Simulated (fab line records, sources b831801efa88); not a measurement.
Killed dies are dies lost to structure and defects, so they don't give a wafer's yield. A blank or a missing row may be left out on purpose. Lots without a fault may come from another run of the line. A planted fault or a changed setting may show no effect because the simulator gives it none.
Problem report in the 8D (eight disciplines) form, filled by code | flow sky130 | the parts of the form that need people (team, actions taken, sign-off) are left out

1. THE PROBLEM
n2_flow_sccm at SKY_CAPM_STRIP_14 reads a mean of 239.8 sccm on 6 wafers of 2 lots; wafers without a fault read 299.8 sccm with a standard deviation of 1. That is -60 standard deviations from the usual mean.
The step: strips in O2/N2.
First seen on wafer L123.2, day 41 01:48, on plasma_asher-03. The record holds 36 wafers of 12 lots with a number at this step. Rule for "out", or "out of limits": more than 4 standard deviations from the usual mean. The other wafers with a number count as sound.

2. WHAT IT IS AND WHAT IT IS NOT
question                    | is                     | is not
which readings at this step | n2_flow_sccm           | drypump_motor_current_A, oes_product_au, strip_time_to_endpoint_s
which lots                  | L123, L125             | L113, L115, L116, L126, L128, L130, L132, L133, L134, L136
which wafers of those lots  | all that have a number | -
read on which tools         | plasma_asher-03        | plasma_asher-01, plasma_asher-04
when                        | from day 41 01:48      | up to then (9 sound wafers); but 21 sound wafers of L126, L128, L130, L132, L133, L134, L136 came after

3. SUSPECTS, AND WHAT RULES EACH OUT
Counting: a tool at a process step up to the reading stays a suspect if it ran every lot that is out and no sound lot after the first of them.
- plasma_asher-03 at SKY_CAPM_STRIP_14 (strips in O2/N2): kept. It ran every lot that is out, first L123 (day 41 01:48), and no sound lot after that; its last sound lot up to then is L115 (day 37 23:52). Its own readings are out on those wafers: n2_flow_sccm.
Left after counting: plasma_asher-03 at SKY_CAPM_STRIP_14.

4. THE CAUSE (what the simulator had put in)
Process parameter drift: plasma_asher-03, from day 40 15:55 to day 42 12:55, at SKY_CAPM_STRIP_14. Setting n2_flow_sccm, moved by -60, from 300. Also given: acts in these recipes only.
Counting left only this tool.

5. THE CHAIN OF EFFECTS, in route order
Each row: a reading whose mean over the struck wafers that have a number lies more than 3 standard deviations from the usual. Only readings for which the record gives a usual standard deviation are gone through. hours: the time from each lot's start at the first step in this table that gives one to its start at this step, as a median over the lots. sigmas: the change in usual standard deviations.
hours | step              | reading      | usual      | on struck wafers | change | sigmas
0     | SKY_CAPM_STRIP_14 | n2_flow_sccm | 299.8 sccm | 239.8            | -60.1  | -60
The process steps in it:
- SKY_CAPM_STRIP_14: strips in O2/N2.

6. WHAT WOULD HAVE CAUGHT IT SOONER
In this record the first reading out of limits was taken at day 41 01:48, 10 hours after the fault began at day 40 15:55.
